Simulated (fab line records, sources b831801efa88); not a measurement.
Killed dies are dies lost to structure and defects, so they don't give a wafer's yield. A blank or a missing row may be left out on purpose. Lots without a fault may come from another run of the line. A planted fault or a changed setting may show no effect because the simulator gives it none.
fab line records | flow sky130
record lots=6 wafers=18 last_day=50
route steps=708 shown VT_ADJUST_PCH@148 SONOS_TUNNEL@154 PAD_OPEN@708
lots that met no fault: from a run of the same line without faults
start_h: hours from the record's first day to the start of the lot's first wafer shown | wait_h: hours since the lot's step before | " the same as in the row above | L1.1+2: a row that stands for several wafers | - no value, or no start given | * or withheld: withheld | < > ~ a bound
route shown NAME@n: a module of which the file shows steps, and the number in the route of the first | usual: mean/standard deviation of fault-free wafers | same: alike in all rows | chamber/n: place in a boat | sites: the reading at each site | _std_site: their standard deviation | _edge_site: outer sites' mean less inner sites' | radius_mm: how far each site lies from the wafer's centre | mask NAME#n: copy n | behind: the tool/chamber that last shaped the wafer | hold: why the lot was held/for how many hours/how that ended | device: the transistor (n, p or np) that didn't switch | end of line: the same wafers' tests at the end of the route | a step without rows: its recipe alone | killed: dies lost to structure and defects at the first sort, not the wafer's yield | map: a wafer's dies, x killed, . not, _ none there
set.NAME: the setting as run; set.NAME@STEP: as run at that earlier step | model.NAME: the simulator's own value behind a step, which no gauge read
lots at some steps of the route; a table a step, a row a wafer
## steps
# step SKY_VT_ADJUST_PCH_PEB_05
# recipe temp_c=115 time_s=withheld
# step SKY_VT_ADJUST_PCH_DEVELOP_06
# recipe wall_angle_deg=90 developer=TMAH develop_time_s=60 dev_temp_c=23
# step SKY_VT_ADJUST_PCH_OVL_MEAS_07
# usual VT_ADJUST_PCH_OVL=0.1/1.8
# columns lot.wafer tool chamber start_h wait_h VT_ADJUST_PCH_OVL[nm]
L519.2 overlay-02 - 258.84 - 2.0
L519.4 " - " " 2.1
L519.5 " - " " 2.2
L525.1 overlay-01 - 309.28 - -1.7
L525.4 " - " " 0.0
L525.6 " - " " -0.7
L526.4 overlay-01 - 318.90 - -1.5
L526.5 " - " " -2.5
L526.6 " - " " -1.3
L530.4 overlay-01 - 343.55 - 0.9
L530.5 " - " " 1.4
L530.6 " - " " 0.6
L534.1 overlay-01 - 373.13 - 0.3
L534.2 " - " " -0.1
L534.5 " - " " 1.5
L536.1 overlay-02 - 387.58 - 1.9
L536.4 " - " " 1.8
L536.5 " - " " -0.6
# step SKY_VT_ADJUST_PCH_IMPLANT_08
# recipe species=B energy_kev=10 dose_cm2=5e+11 tilt_deg=withheld
# step SKY_VT_ADJUST_PCH_STRIP_09
# recipe chemistry=O2/N2 power_w=1400 pressure_mtorr=1500 platen_temp_c=withheld o2_flow_sccm=3000 n2_flow_sccm=300 overash_fraction=0.5
# usual drypump_motor_current_A=5.7/0.55 oes_product_au=0.722/0.0042 strip_time_to_endpoint_s=36.94/0.091
# columns lot.wafer tool chamber start_h wait_h drypump_motor_current_A oes_product_au rf_hours_counter_h strip_time_to_endpoint_s
L519.2 plasma_asher-03 1 259.02 0.1 5.5 0.723 14 36.91
L519.4 " 1 " " 5.5 0.725 - 36.93
L519.5 " 1 " " 5.5 0.720 - 36.99
L525.1 plasma_asher-03 1 309.47 0.1 5.5 0.720 19 36.94
L525.4 " 1 " " 5.5 0.718 - 36.86
L525.6 " 1 " " 5.5 0.727 - 37.07
L526.4 plasma_asher-03 0 319.10 0.1 5.6 0.721 - 36.88
L526.5 " 1 " " 5.5 0.721 - 36.84
L526.6 " 0 " " 5.6 0.727 - 36.80
L530.4 plasma_asher-03 0 343.75 0.1 5.6 0.721 - 36.82
L530.5 " 0 " " 5.6 0.725 - 36.87
L530.6 " 1 " " 5.5 0.723 - 36.83
L534.1 plasma_asher-02 1 373.32 0.1 6.1 0.721 69 36.99
L534.2 " 0 " " 6.6 0.725 69 36.94
L534.5 " 0 " " 6.6 0.721 - 37.06
L536.1 plasma_asher-03 1 387.77 0.1 5.5 0.719 26 36.94
L536.4 " 0 " " 5.6 0.721 - 36.90
L536.5 " 1 " " 5.5 0.719 - 36.94
# step SKY_VT_ADJUST_PCH_TW_MEAS_10
# usual VT_ADJUST_PCH_TW=143.1/0.97
# columns lot.wafer tool chamber start_h wait_h VT_ADJUST_PCH_TW
L519.2 film_metro-03 - 259.13 0.1 144.8
L519.4 " - " " 143.4
L519.5 " - " " 143.6
L525.1 film_metro-01 - 309.57 0.1 143.8
L525.4 " - " " 143.2
L525.6 " - " " 143.6
L526.4 film_metro-03 - 319.20 0.1 142.9
L526.5 " - " " 142.8
L526.6 " - " " 143.0
L530.4 film_metro-01 - 343.85 0.1 142.0
L530.5 " - " " 142.1
L530.6 " - " " 142.0
L534.1 film_metro-01 - 373.42 0.1 141.5
L534.2 " - " " 142.7
L534.5 " - " " 141.7
L536.1 film_metro-03 - 387.87 0.1 144.2
L536.4 " - " " 142.6
L536.5 " - " " 143.4
# step SKY_SONOS_TUNNEL_DEHYDRATE_00
# recipe temp_c=200 time_s=60
# step SKY_SONOS_TUNNEL_HMDS_01
# recipe prime_time_s=60 prime_temp_c=120
# step SKY_SONOS_TUNNEL_COAT_02
# recipe resist=NOVOLAK spin_rpm=3000 resist_thk_nm=1140
# step SKY_SONOS_TUNNEL_SOFTBAKE_03
# recipe temp_c=90 time_s=60 resist=NOVOLAK
# step SKY_SONOS_TUNNEL_EXPOSE_04
# recipe mask_id=TUNM na=0.6 source_shape=conventional sigma_outer=0.6 polarization=unpolarized target_cd_nm=410 dose_mj=136
# step SKY_SONOS_TUNNEL_PEB_05
# recipe temp_c=withheld time_s=* resist=NOVOLAK
# step SKY_SONOS_TUNNEL_DEVELOP_06
# recipe resist=NOVOLAK developer=TMAH develop_time_s=60 dev_temp_c=23
# usual resist_line_temp_C=23.01/0.13
# columns lot.wafer tool chamber start_h wait_h resist_line_temp_C
L519.2 litho_track-04 0 283.36 0.1 23.18
L519.4 " 0 " " 23.17
L519.5 " 0 " " 22.99
L525.1 litho_track-01 0 335.69 0.1 23.14
L525.4 " 0 " " 23.05
L525.6 " 0 " " 23.14
L526.4 litho_track-03 0 346.07 0.1 23.03
L526.5 " 0 " " 23.20
L526.6 " 0 " " 23.14
L530.4 litho_track-03 0 371.87 0.1 23.04
L530.5 " 0 " " 22.88
L530.6 " 0 " " 23.07
L534.1 litho_track-01 0 401.84 0.1 22.98
L534.2 " 0 " " 22.94
L534.5 " 0 " " 22.97
L536.1 litho_track-01 0 417.04 0.1 22.91
L536.4 " 0 " " 23.04
L536.5 " 0 " " 22.89
# step SKY_SONOS_TUNNEL_OVL_MEAS_08
# usual SONOS_TUNNEL_OVL=-0.2/1.3
# columns lot.wafer tool chamber start_h wait_h hold SONOS_TUNNEL_OVL[nm]
L519.2 overlay-01 - 283.76 0.1 - 0.9
L519.4 " - " " - -0.2
L519.5 " - " " - -0.7
L525.1 overlay-01 - 335.96 0.1 - 1.5
L525.4 " - " " - 1.1
L525.6 " - " " - 1.1
L526.4 overlay-01 - 346.28 0.1 - -0.1
L526.5 " - " " - 0.9
L526.6 " - " " - -0.6
L530.4 overlay-02 - 372.08 0.1 - 0.0
L530.5 " - " " - -0.7
L530.6 " - " " - 0.3
L534.1 overlay-01 - 406.79 4.5 await_dispo/4.4h/release -3.7
L534.2 " - " " await_dispo/4.4h/release -3.5
L534.5 " - " " await_dispo/4.4h/release -3.0
L536.1 overlay-02 - 426.63 9.0 await_dispo/8.8h/release 0.9
L536.4 " - " " await_dispo/8.8h/release 1.5
L536.5 " - " " await_dispo/8.8h/release 1.1
# step SKY_PAD_OPEN_PROBE_99
# usual killed_at_M0_to_M3=42/7.6 killed_at_M4_up=2.9/1.7 killed_at_contacts=24/5.1 killed_at_front_end=15/4 killed_at_other=0.2/0.38 killed_dies=84/9.9 killed_open=46/7.2 killed_short=38/6.6
# same gross_dies=492 killed_at_back_side=0
# columns lot.wafer tool chamber start_h wait_h hold killed_at_M0_to_M3 killed_at_M4_up killed_at_contacts killed_at_front_end killed_at_other killed_dies killed_open killed_short
L519.2 prober-02 - 1102.04 0.1 - 40 3 22 17 0 82 41 41
L519.4 prober-02 - 1102.14 0.2 - 49 3 24 20 0 96 50 46
L519.5 prober-02 - 1102.19 0.2 - 37 2 26 20 0 85 46 39
L525.1 prober-02 - 1141.91 0.1 - 50 5 26 10 0 91 53 38
L525.4 prober-02 - 1142.06 0.2 - 40 3 14 12 0 69 30 39
L525.6 prober-02 - 1142.16 0.2 - 41 5 24 14 0 84 44 40
L526.4 prober-01 - 1153.41 0.2 - 52 4 28 10 0 94 45 49
L526.5 prober-01 - 1153.46 0.2 - 48 2 27 13 0 90 46 44
L526.6 prober-01 - 1153.51 0.2 - 43 3 23 12 0 81 49 32
L530.4 prober-01 - 1165.55 0.2 - 41 3 14 12 0 70 41 29
L530.5 prober-01 - 1165.60 0.2 - 42 2 26 26 0 96 56 40
L530.6 prober-01 - 1165.65 0.2 - 44 1 20 15 0 80 41 39
L534.1 prober-01 - 1182.80 0.1 await_dispo/3.7h/release 53 2 23 26 0 104 51 40
L534.2 prober-01 - 1182.85 0.1 await_dispo/3.7h/release 43 5 16 31 0 95 45 39
L534.5 prober-01 - 1183.00 0.2 await_dispo/3.7h/release 36 5 29 23 1 94 48 40
L536.1 prober-01 - 1193.71 0.1 await_dispo/4.2h/release 49 1 20 23 0 93 41 41
L536.4 prober-01 - 1193.86 0.2 await_dispo/4.2h/release 48 1 11 24 0 84 37 42
L536.5 prober-01 - 1193.91 0.2 await_dispo/4.2h/release 46 1 16 27 0 90 50 33
# killed by level:class
L519.2 VIA1:geometric_particle:open=8 CONTACT:geometric_particle:open=6 METAL1:geometric_particle:short=6 VIA1:geometric_particle:short=6 FIELD_ISO:geometric_particle:short=5 CONTACT:geometric_particle:short=5 METAL2:geometric_particle:short=5 VIA3:geometric_particle:open=5
L519.4 VIA1:geometric_particle:open=13 CONTACT:geometric_particle:open=8 LOCAL_INTERCONNECT:geometric_particle:short=7 VIA2:geometric_particle:open=7 VIA3:geometric_particle:open=6 METAL1:geometric_particle:short=6 METAL2:geometric_particle:short=6 FIELD_ISO:geometric_particle:open=5
L519.5 VIA1:geometric_particle:open=14 CONTACT:geometric_particle:open=10 METAL1:geometric_particle:short=9 FIELD_ISO:geometric_particle:short=6 POLY_GATE:geometric_particle:open=5 LOCAL_INTERCONNECT:geometric_particle:short=5 FIELD_ISO:geometric_particle:open=4 LI_CONTACT:geometric_particle:short=4
L525.1 VIA1:geometric_particle:open=16 CONTACT:geometric_particle:open=10 VIA2:geometric_particle:open=9 LI_CONTACT:geometric_particle:open=8 VIA1:geometric_particle:short=5 METAL2:geometric_particle:short=5 FIELD_ISO:geometric_particle:short=4 METAL1:geometric_particle:short=4
L525.4 METAL1:geometric_particle:short=11 POLY_GATE:geometric_particle:short=5 CONTACT:geometric_particle:open=5 VIA2:geometric_particle:open=5 VIA3:geometric_particle:open=5 VIA1:geometric_particle:short=4 VIA1:geometric_particle:open=4 METAL2:geometric_particle:short=4
L525.6 VIA1:geometric_particle:open=11 CONTACT:geometric_particle:open=8 LI_CONTACT:geometric_particle:open=6 POLY_GATE:geometric_particle:short=5 VIA1:geometric_particle:short=5 FIELD_ISO:geometric_particle:open=4 LOCAL_INTERCONNECT:geometric_particle:short=4 CONTACT:geometric_particle:short=4
L526.4 VIA1:geometric_particle:open=10 VIA2:geometric_particle:open=9 CONTACT:geometric_particle:short=7 METAL1:geometric_particle:short=7 METAL2:geometric_particle:short=7 LI_CONTACT:geometric_particle:open=6 CONTACT:geometric_particle:open=6 LI_CONTACT:geometric_particle:short=5
L526.5 CONTACT:geometric_particle:open=9 VIA1:geometric_particle:open=9 METAL2:geometric_particle:short=8 LI_CONTACT:geometric_particle:open=6 METAL1:geometric_particle:short=6 VIA1:geometric_particle:short=6 LOCAL_INTERCONNECT:geometric_particle:short=5 VIA3:geometric_particle:open=5
L526.6 VIA1:geometric_particle:open=10 LI_CONTACT:geometric_particle:open=8 CONTACT:geometric_particle:open=7 VIA2:geometric_particle:open=7 VIA3:geometric_particle:open=6 METAL2:geometric_particle:short=5 FIELD_ISO:geometric_particle:short=4 CONTACT:geometric_particle:short=4
L530.4 VIA1:geometric_particle:open=12 VIA1:geometric_particle:short=6 LI_CONTACT:geometric_particle:open=5 VIA3:geometric_particle:open=4 CONTACT:geometric_particle:open=4 METAL1:geometric_particle:short=4 METAL2:geometric_particle:short=4 SONOS_ONO:geometric_particle:open=3
L530.5 FIELD_ISO:geometric_particle:open=9 VIA1:geometric_particle:open=9 CONTACT:geometric_particle:open=8 VIA2:geometric_particle:open=8 METAL1:geometric_particle:short=7 LI_CONTACT:geometric_particle:open=6 LOCAL_INTERCONNECT:geometric_particle:short=5 CONTACT:geometric_particle:short=5
L530.6 VIA1:geometric_particle:open=12 CONTACT:geometric_particle:open=10 METAL2:geometric_particle:short=9 POLY_GATE:geometric_particle:open=4 POLY_GATE:geometric_particle:short=4 VIA2:geometric_particle:open=4 LI_CONTACT:geometric_particle:open=4 VIA2:geometric_particle:short=4
L534.1 SONOS_TUNNEL:area_develop=13 VIA1:geometric_particle:open=12 VIA1:geometric_particle:short=10 CONTACT:geometric_particle:open=8 VIA2:geometric_particle:open=7 FIELD_ISO:geometric_particle:open=6 LI_CONTACT:geometric_particle:open=6 CONTACT:geometric_particle:short=5
L534.2 VIA1:geometric_particle:open=13 SONOS_TUNNEL:area_develop=11 VIA3:geometric_particle:open=7 POLY_GATE:geometric_particle:short=6 LI_CONTACT:geometric_particle:open=6 VIA2:geometric_particle:open=6 VIA1:geometric_particle:short=5 FIELD_ISO:geometric_particle:open=4
L534.5 CONTACT:geometric_particle:open=10 FIELD_ISO:geometric_particle:open=6 CONTACT:geometric_particle:short=6 VIA1:geometric_particle:open=6 SONOS_TUNNEL:area_develop=6 LI_CONTACT:geometric_particle:open=5 METAL1:geometric_particle:short=5 VIA2:geometric_particle:open=5
L536.1 SONOS_TUNNEL:area_develop=11 VIA1:geometric_particle:open=9 METAL2:geometric_particle:short=8 LI_CONTACT:geometric_particle:short=6 LI_CONTACT:geometric_particle:open=5 CONTACT:geometric_particle:open=5 VIA1:geometric_particle:short=5 VIA2:geometric_particle:open=5
L536.4 VIA1:geometric_particle:open=9 METAL2:geometric_particle:short=9 FIELD_ISO:geometric_particle:open=8 FIELD_ISO:geometric_particle:short=6 VIA2:geometric_particle:open=6 METAL1:geometric_particle:short=5 SONOS_TUNNEL:area_develop=5 VIA1:geometric_particle:short=4
L536.5 VIA1:geometric_particle:open=9 VIA3:geometric_particle:open=8 LI_CONTACT:geometric_particle:open=7 SONOS_TUNNEL:area_develop=7 FIELD_ISO:geometric_particle:open=6 FIELD_ISO:geometric_particle:short=6 CONTACT:geometric_particle:open=6 METAL2:geometric_particle:short=6
# map L534.1 (x killed, . not)
__________.......x.._________
________..x.x.....x..._______
______...x.x.x.........._____
_____............x...x...____
____........x.......x.x...___
___.x...xxx.x....x...x.....__
__......x....x.............._
_.x.x.....x..x...xx.x..x.....
_.......xx..x.......x.xx.x.xx
_......x..xx.x.x..........x..
_x....x......x.......xx.....x
_x..x.xx.x...xxx..x....xx..x.
_.xx....x.x...........x......
_...x...x...xx......x..x.x...
_.....x..x.x.........x.....x.
__...x.....xxx.x......x..x.._
___.........x........x.....__
____x.x....x..x.......x...___
_____..x..xx.............____
______x..x..xx........x._____
________....x.....x.x._______
__________.........._________
# map L536.1 (x killed, . not)
__________.........._________
________........x...x._______
______.....x...........x_____
_____....x...x...........____
____........x.....xx......___
___.x...xxx.....x.xx.xx..xx__
__x...x..x......x...xx......_
_..........x...x..x......x...
_.xx.x.....xx..x.....x.......
_.x.....x.xx.xxx.x..x...x..x.
_..xxxx......x..x...........x
_.x............xx.x.x....x..x
_..x...........x...x....x....
_....x.......x......x..x....x
_.......................x.x..
__.........x.......x........_
___..................x.....__
____....x..x............x.___
_____..............xx....____
______...x....x..x......_____
________x.xx.x.....x.x_______
__________..xx.....x_________
## key
first_sign step=SKY_PAD_OPEN_PROBE_99 reading=killed_at_front_end direction=up sigmas=2.8 usual=15 struck=26 wafers_moved=3
effect step=SKY_PAD_OPEN_PROBE_99 reading=hold direction=added
met_at SKY_SONOS_TUNNEL_DEVELOP_06
struck_wafers L534.1,L534.2,L534.5,L536.1,L536.4,L536.5
tester_left_out L534,L536
onset_between 335.69 401.84
also_fits time
fault kind=process_parameter_drift tool=litho_track-01 chamber=- onset_h=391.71 steps=SKY_SONOS_TUNNEL_DEVELOP_06 channel=develop_time_s offset=* shape=step end_h=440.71 acts_in=* stated=*
# tester_left_out: of these lots the tester's yield and bins aren't shown, on N5 and GAA mostly nor the transistor test; their killed dies are dies lost to structure and defects alone, not to doping, threshold or leakage, so they don't give the yield
